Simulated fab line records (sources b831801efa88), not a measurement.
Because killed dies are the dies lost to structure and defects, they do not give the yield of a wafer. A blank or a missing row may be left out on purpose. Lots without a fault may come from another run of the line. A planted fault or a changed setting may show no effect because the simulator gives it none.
One fault through the eyes of 2 desks || flow gf180mcu || each desk holds nothing but its own numbers, with what lay behind them at the end

== METROLOGY DESK ==
What the gauges read, lot by lot, whatever tool the lot ran on: means of the sampled wafers that have a number. Marked OUT: a lot whose mean sits more than 4 standard deviations from the usual mean, which makes it out of limits; the brackets give that distance.
Columns: A = HV_LDD_CVD_54_THK at GF_HV_LDD_THK_MEAS_55, usual 10.00 nm; B = V1_W_RS at GF_V1_RS_MEAS_24, usual 0.3266 ohm/sq
{"lot": "L326", "first seen here": "day 12 09:59", "A": 9.87, "B": 0.3286}
{"lot": "L329", "first seen here": "day 13 09:43", "A": 10.09, "B": 0.3306}
{"lot": "L330", "first seen here": "day 13 15:28", "A": 10.21, "B": 0.3292}
{"lot": "L331", "first seen here": "day 14 00:06", "A": 10.03, "B": 0.3227}
{"lot": "L332", "first seen here": "day 14 10:33", "A": 10.04, "B": 0.3282}
{"lot": "L334", "first seen here": "day 14 21:27", "A": 9.84, "B": 0.3250}
{"lot": "L336", "first seen here": "day 15 20:40", "A": 9.97, "B": 0.3310}
{"lot": "L338", "first seen here": "day 16 10:51", "A": 9.97, "B": 0.3254}
{"lot": "L342", "first seen here": "day 18 05:21", "A": 10.09, "B": 0.3282}
{"lot": "L343", "first seen here": "day 18 16:33", "A": 9.77, "B": 0.3271}
{"lot": "L344", "first seen here": "day 18 17:27", "A": 9.90, "B": 0.3263}
{"lot": "L347", "first seen here": "day 19 21:50", "A": 10.13, "B": 0.3257}
{"lot": "L346", "first seen here": "day 19 22:17", "A": 10.06, "B": 0.3262}
This desk's verdict: no lot among the 13 shows anything out of limits.

== TOOL OWNER'S DESK, litho track-01 ==
The tool's own readings at GF_NWELL_COAT_02 (resist thk 3000 nm): means of the sampled wafers that have a number, for each lot that ran on this tool. Marked OUT: a lot whose mean sits more than 4 standard deviations from the usual mean, which makes it out of limits; the brackets give that distance.
Columns: A = exhaust pa at GF_NWELL_COAT_02, usual 45.0 Pa
{"lot": "L326", "first seen here": "day 3 00:57", "A": 43.8}
{"lot": "L329", "first seen here": "day 3 16:46", "A": 44.0}
{"lot": "L334", "first seen here": "day 4 18:37", "A": 43.9}
{"lot": "L338", "first seen here": "day 5 17:16", "A": 45.0}
{"lot": "L343", "first seen here": "day 6 19:40", "A": 44.5}
{"lot": "L344", "first seen here": "day 7 01:58", "A": 44.7}
This desk's verdict: no lot among the 6 shows anything out of limits.

== PUT TOGETHER ==
Nothing out of limits was seen by the metrology desk.
The desk of the tool owner found nothing out of limits.

== WHAT THE SIMULATOR HAD PUT IN ==
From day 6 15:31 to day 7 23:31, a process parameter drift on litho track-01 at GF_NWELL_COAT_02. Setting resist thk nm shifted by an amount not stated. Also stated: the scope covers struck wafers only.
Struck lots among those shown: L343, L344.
